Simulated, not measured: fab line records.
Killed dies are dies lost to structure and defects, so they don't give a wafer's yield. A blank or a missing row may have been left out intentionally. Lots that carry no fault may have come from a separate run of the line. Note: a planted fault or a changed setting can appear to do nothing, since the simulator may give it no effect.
The tool behind it: which one?    flow gf180mcu    Sampling: 10 lots, 30 wafers, 5 of 602 route steps

WHAT THE GAUGES READ, wafer by wafer
GF_V1_THK_MEAS_01.
lot   measured      on             V1_CVD_00_THK (nm)
L929  day 17 03:23  film-metro-03  609 608 607
L930  day 17 13:56  film-metro-04  608 607 602
L931  day 18 05:58  film-metro-01  595 598 601
L932  day 18 16:51  film-metro-04  611 603 604
L933  day 19 01:32  film-metro-03  605 608 615
L941  day 21 21:45  film-metro-01  605 612 614
L946  day 23 20:17  film-metro-03  603 598 600
L947  day 24 21:35  film-metro-03  612 602 601
L950  day 24 22:20  film-metro-04  578 595 597
L951  day 25 00:05  film-metro-01  603 609 606

GF_M3_RS_MEAS_05: a four-point-probe measurement.
lot   measured      on             M3_ALCU_RS (ohm/sq)
L929  day 20 06:18  film-metro-03  0.0694 0.0705 0.0704
L930  day 20 19:03  film-metro-04  0.0694 0.0698 0.0697
L931  day 21 11:18  film-metro-03  0.0700 0.0698 0.0705
L932  day 21 22:56  film-metro-03  0.0688 0.0691 0.0697
L933  day 22 06:27  film-metro-03  0.0698 0.0699 0.0703
L941  day 25 01:40  film-metro-03  0.0715 0.0868 0.0710
L946  day 26 21:19  film-metro-03  0.0689 0.0687 0.0694
L947  day 27 20:14  film-metro-02  0.0689 0.0690 0.0697
L950  day 27 21:01  film-metro-03  0.0703 0.0707 0.0706
L951  day 27 22:14  film-metro-02  0.0682 0.0692 0.0685

GF_M3_THK_MEAS_06: measures by xrf.
lot   measured      on             M3_ALCU_THK (nm)
L929  day 20 06:25  film-metro-03  449 444 443
L930  day 20 19:10  film-metro-04  451 449 451
L931  day 21 11:25  film-metro-03  441 445 440
L932  day 21 23:02  film-metro-03  452 451 449
L933  day 22 06:34  film-metro-03  448 446 444
L941  day 25 01:47  film-metro-03  434 373 437
L946  day 26 21:25  film-metro-03  451 458 453
L947  day 27 20:22  film-metro-02  451 452 447
L950  day 27 21:08  film-metro-03  446 443 444
L951  day 27 22:22  film-metro-02  457 453 456

TOOL THAT RAN EACH LOT (tool first, then ch and the chambers of the sampled wafers, then the start)
lot   GF_M2_STRIP_17                        GF_M3_SPUTTER_02
L929  plasma-asher-04 ch 0,1, day 19 03:56  pvd-sputter-03, day 20 06:13
L930  plasma-asher-01 ch 0,1, day 19 15:43  pvd-sputter-01, day 20 18:56
L931  plasma-asher-04 ch 0,1, day 20 08:11  pvd-sputter-02, day 21 11:11
L932  plasma-asher-02 ch 1, day 20 19:26    pvd-sputter-01, day 21 22:49
L933  plasma-asher-04 ch 0,1, day 21 04:05  pvd-sputter-02, day 22 06:22
L941  plasma-asher-02 ch 1, day 23 21:52    pvd-sputter-02, day 25 01:34
L946  plasma-asher-04 ch 0, day 25 21:22    pvd-sputter-01, day 26 21:12
L947  plasma-asher-02 ch 0,1, day 26 20:22  pvd-sputter-01, day 27 20:09
L950  plasma-asher-04 ch 0,1, day 26 21:50  pvd-sputter-03, day 27 20:55
L951  plasma-asher-04 ch 0, day 26 22:50    pvd-sputter-01, day 27 22:09
- GF_M2_STRIP_17: strips in O2/N2.
- GF_M3_SPUTTER_02: material AlCu, target thk 450 nm, time 23.9 s.

WHAT THE TOOLS THEMSELVES READ (means of the sampled wafers that have a number; where no wafer has one, the mark that the record gives instead)
GF_M2_STRIP_17.
lot   tool             drypump-motor-current-A (A)  heater-power-w (W)  o2-flow-sccm (sccm)  oes-product-au (a.u.)  platen-temp-c (C)  strip-time-to-endpoint-s (s)
L929  plasma-asher-04  5.8                          341                 3004                 0.538                  249.95             7.47
L930  plasma-asher-01  6.2                          338                 2994                 0.535                  250.12             7.38
L931  plasma-asher-04  5.5                          326                 2998                 0.535                  250.12             7.30
L932  plasma-asher-02  5.5                          365                 3004                 0.537                  249.99             7.42
L933  plasma-asher-04  5.8                          336                 3010                 0.537                  250.24             7.41
L941  plasma-asher-02  5.5                          369                 3001                 0.541                  249.99             7.42
L946  plasma-asher-04  5.3                          308                 2993                 0.531                  249.59             7.40
L947  plasma-asher-02  5.2                          337                 3005                 0.538                  250.06             7.36
L950  plasma-asher-04  5.8                          343                 3000                 0.537                  249.95             7.39
L951  plasma-asher-04  5.3                          309                 2996                 0.535                  250.09             7.36

GF_M3_SPUTTER_02.
lot   tool            cathode-dc-power-W (W)  throttle-valve-pct (%)
L929  pvd-sputter-03  10599                   29.4
L930  pvd-sputter-01  10601                   29.7
L931  pvd-sputter-02  10601                   29.8
L932  pvd-sputter-01  10600                   29.3
L933  pvd-sputter-02  10601                   30.3
L941  pvd-sputter-02  10600                   29.4
L946  pvd-sputter-01  10598                   29.4
L947  pvd-sputter-01  10601                   29.8
L950  pvd-sputter-03  10601                   29.5
L951  pvd-sputter-01  10600                   29.2

THE ANSWER, worked out from the rows above alone
Rule: what is usual is taken from the lots themselves. The widest of any qualifying gaps counts: lots, ordered by their means at a reading, are off when they make up no more than a third of the lots, leave a main group of 4 or more, and stand apart from it by 3 or more times the standard deviation of that group's means. A main group is skipped when, at the precision printed for the reading in the tables above, its means are all equal. A lot without any number at a reading at which 4 lots or more have one is off too. The other lots that the step has rows for count as sound. The gauges are gone through in route order, then the tools' own readings, and for those a lot's mean is taken as printed above. At the first step where some lot is off, the reading lying furthest off is the one used; lots without a number count as furthest.
Off: at GF_M3_RS_MEAS_05 (M3_ALCU_RS), L941. For the main group the mean is 0.0696 ohm/sq and the standard deviation 0.00059.
If a tool, at a process step before that reading, ran all the lots that are off and no sound lot after the first of them, it fits. The gauges at GF_M3_RS_MEAS_05 are tried like those tools. One candidate fits, namely pvd-sputter-02 at GF_M3_SPUTTER_02. A fault onset in the window from L933 (day 22 06:22, its last sound lot) to L941 (day 25 01:34, its first lot off) fits.

WHAT HAD BEEN PUT IN BY THE SIMULATOR
Site profile drift: pvd-sputter-02, from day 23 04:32 on, at GF_M3_SPUTTER_02. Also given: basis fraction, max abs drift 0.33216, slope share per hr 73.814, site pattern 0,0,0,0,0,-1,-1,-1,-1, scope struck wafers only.
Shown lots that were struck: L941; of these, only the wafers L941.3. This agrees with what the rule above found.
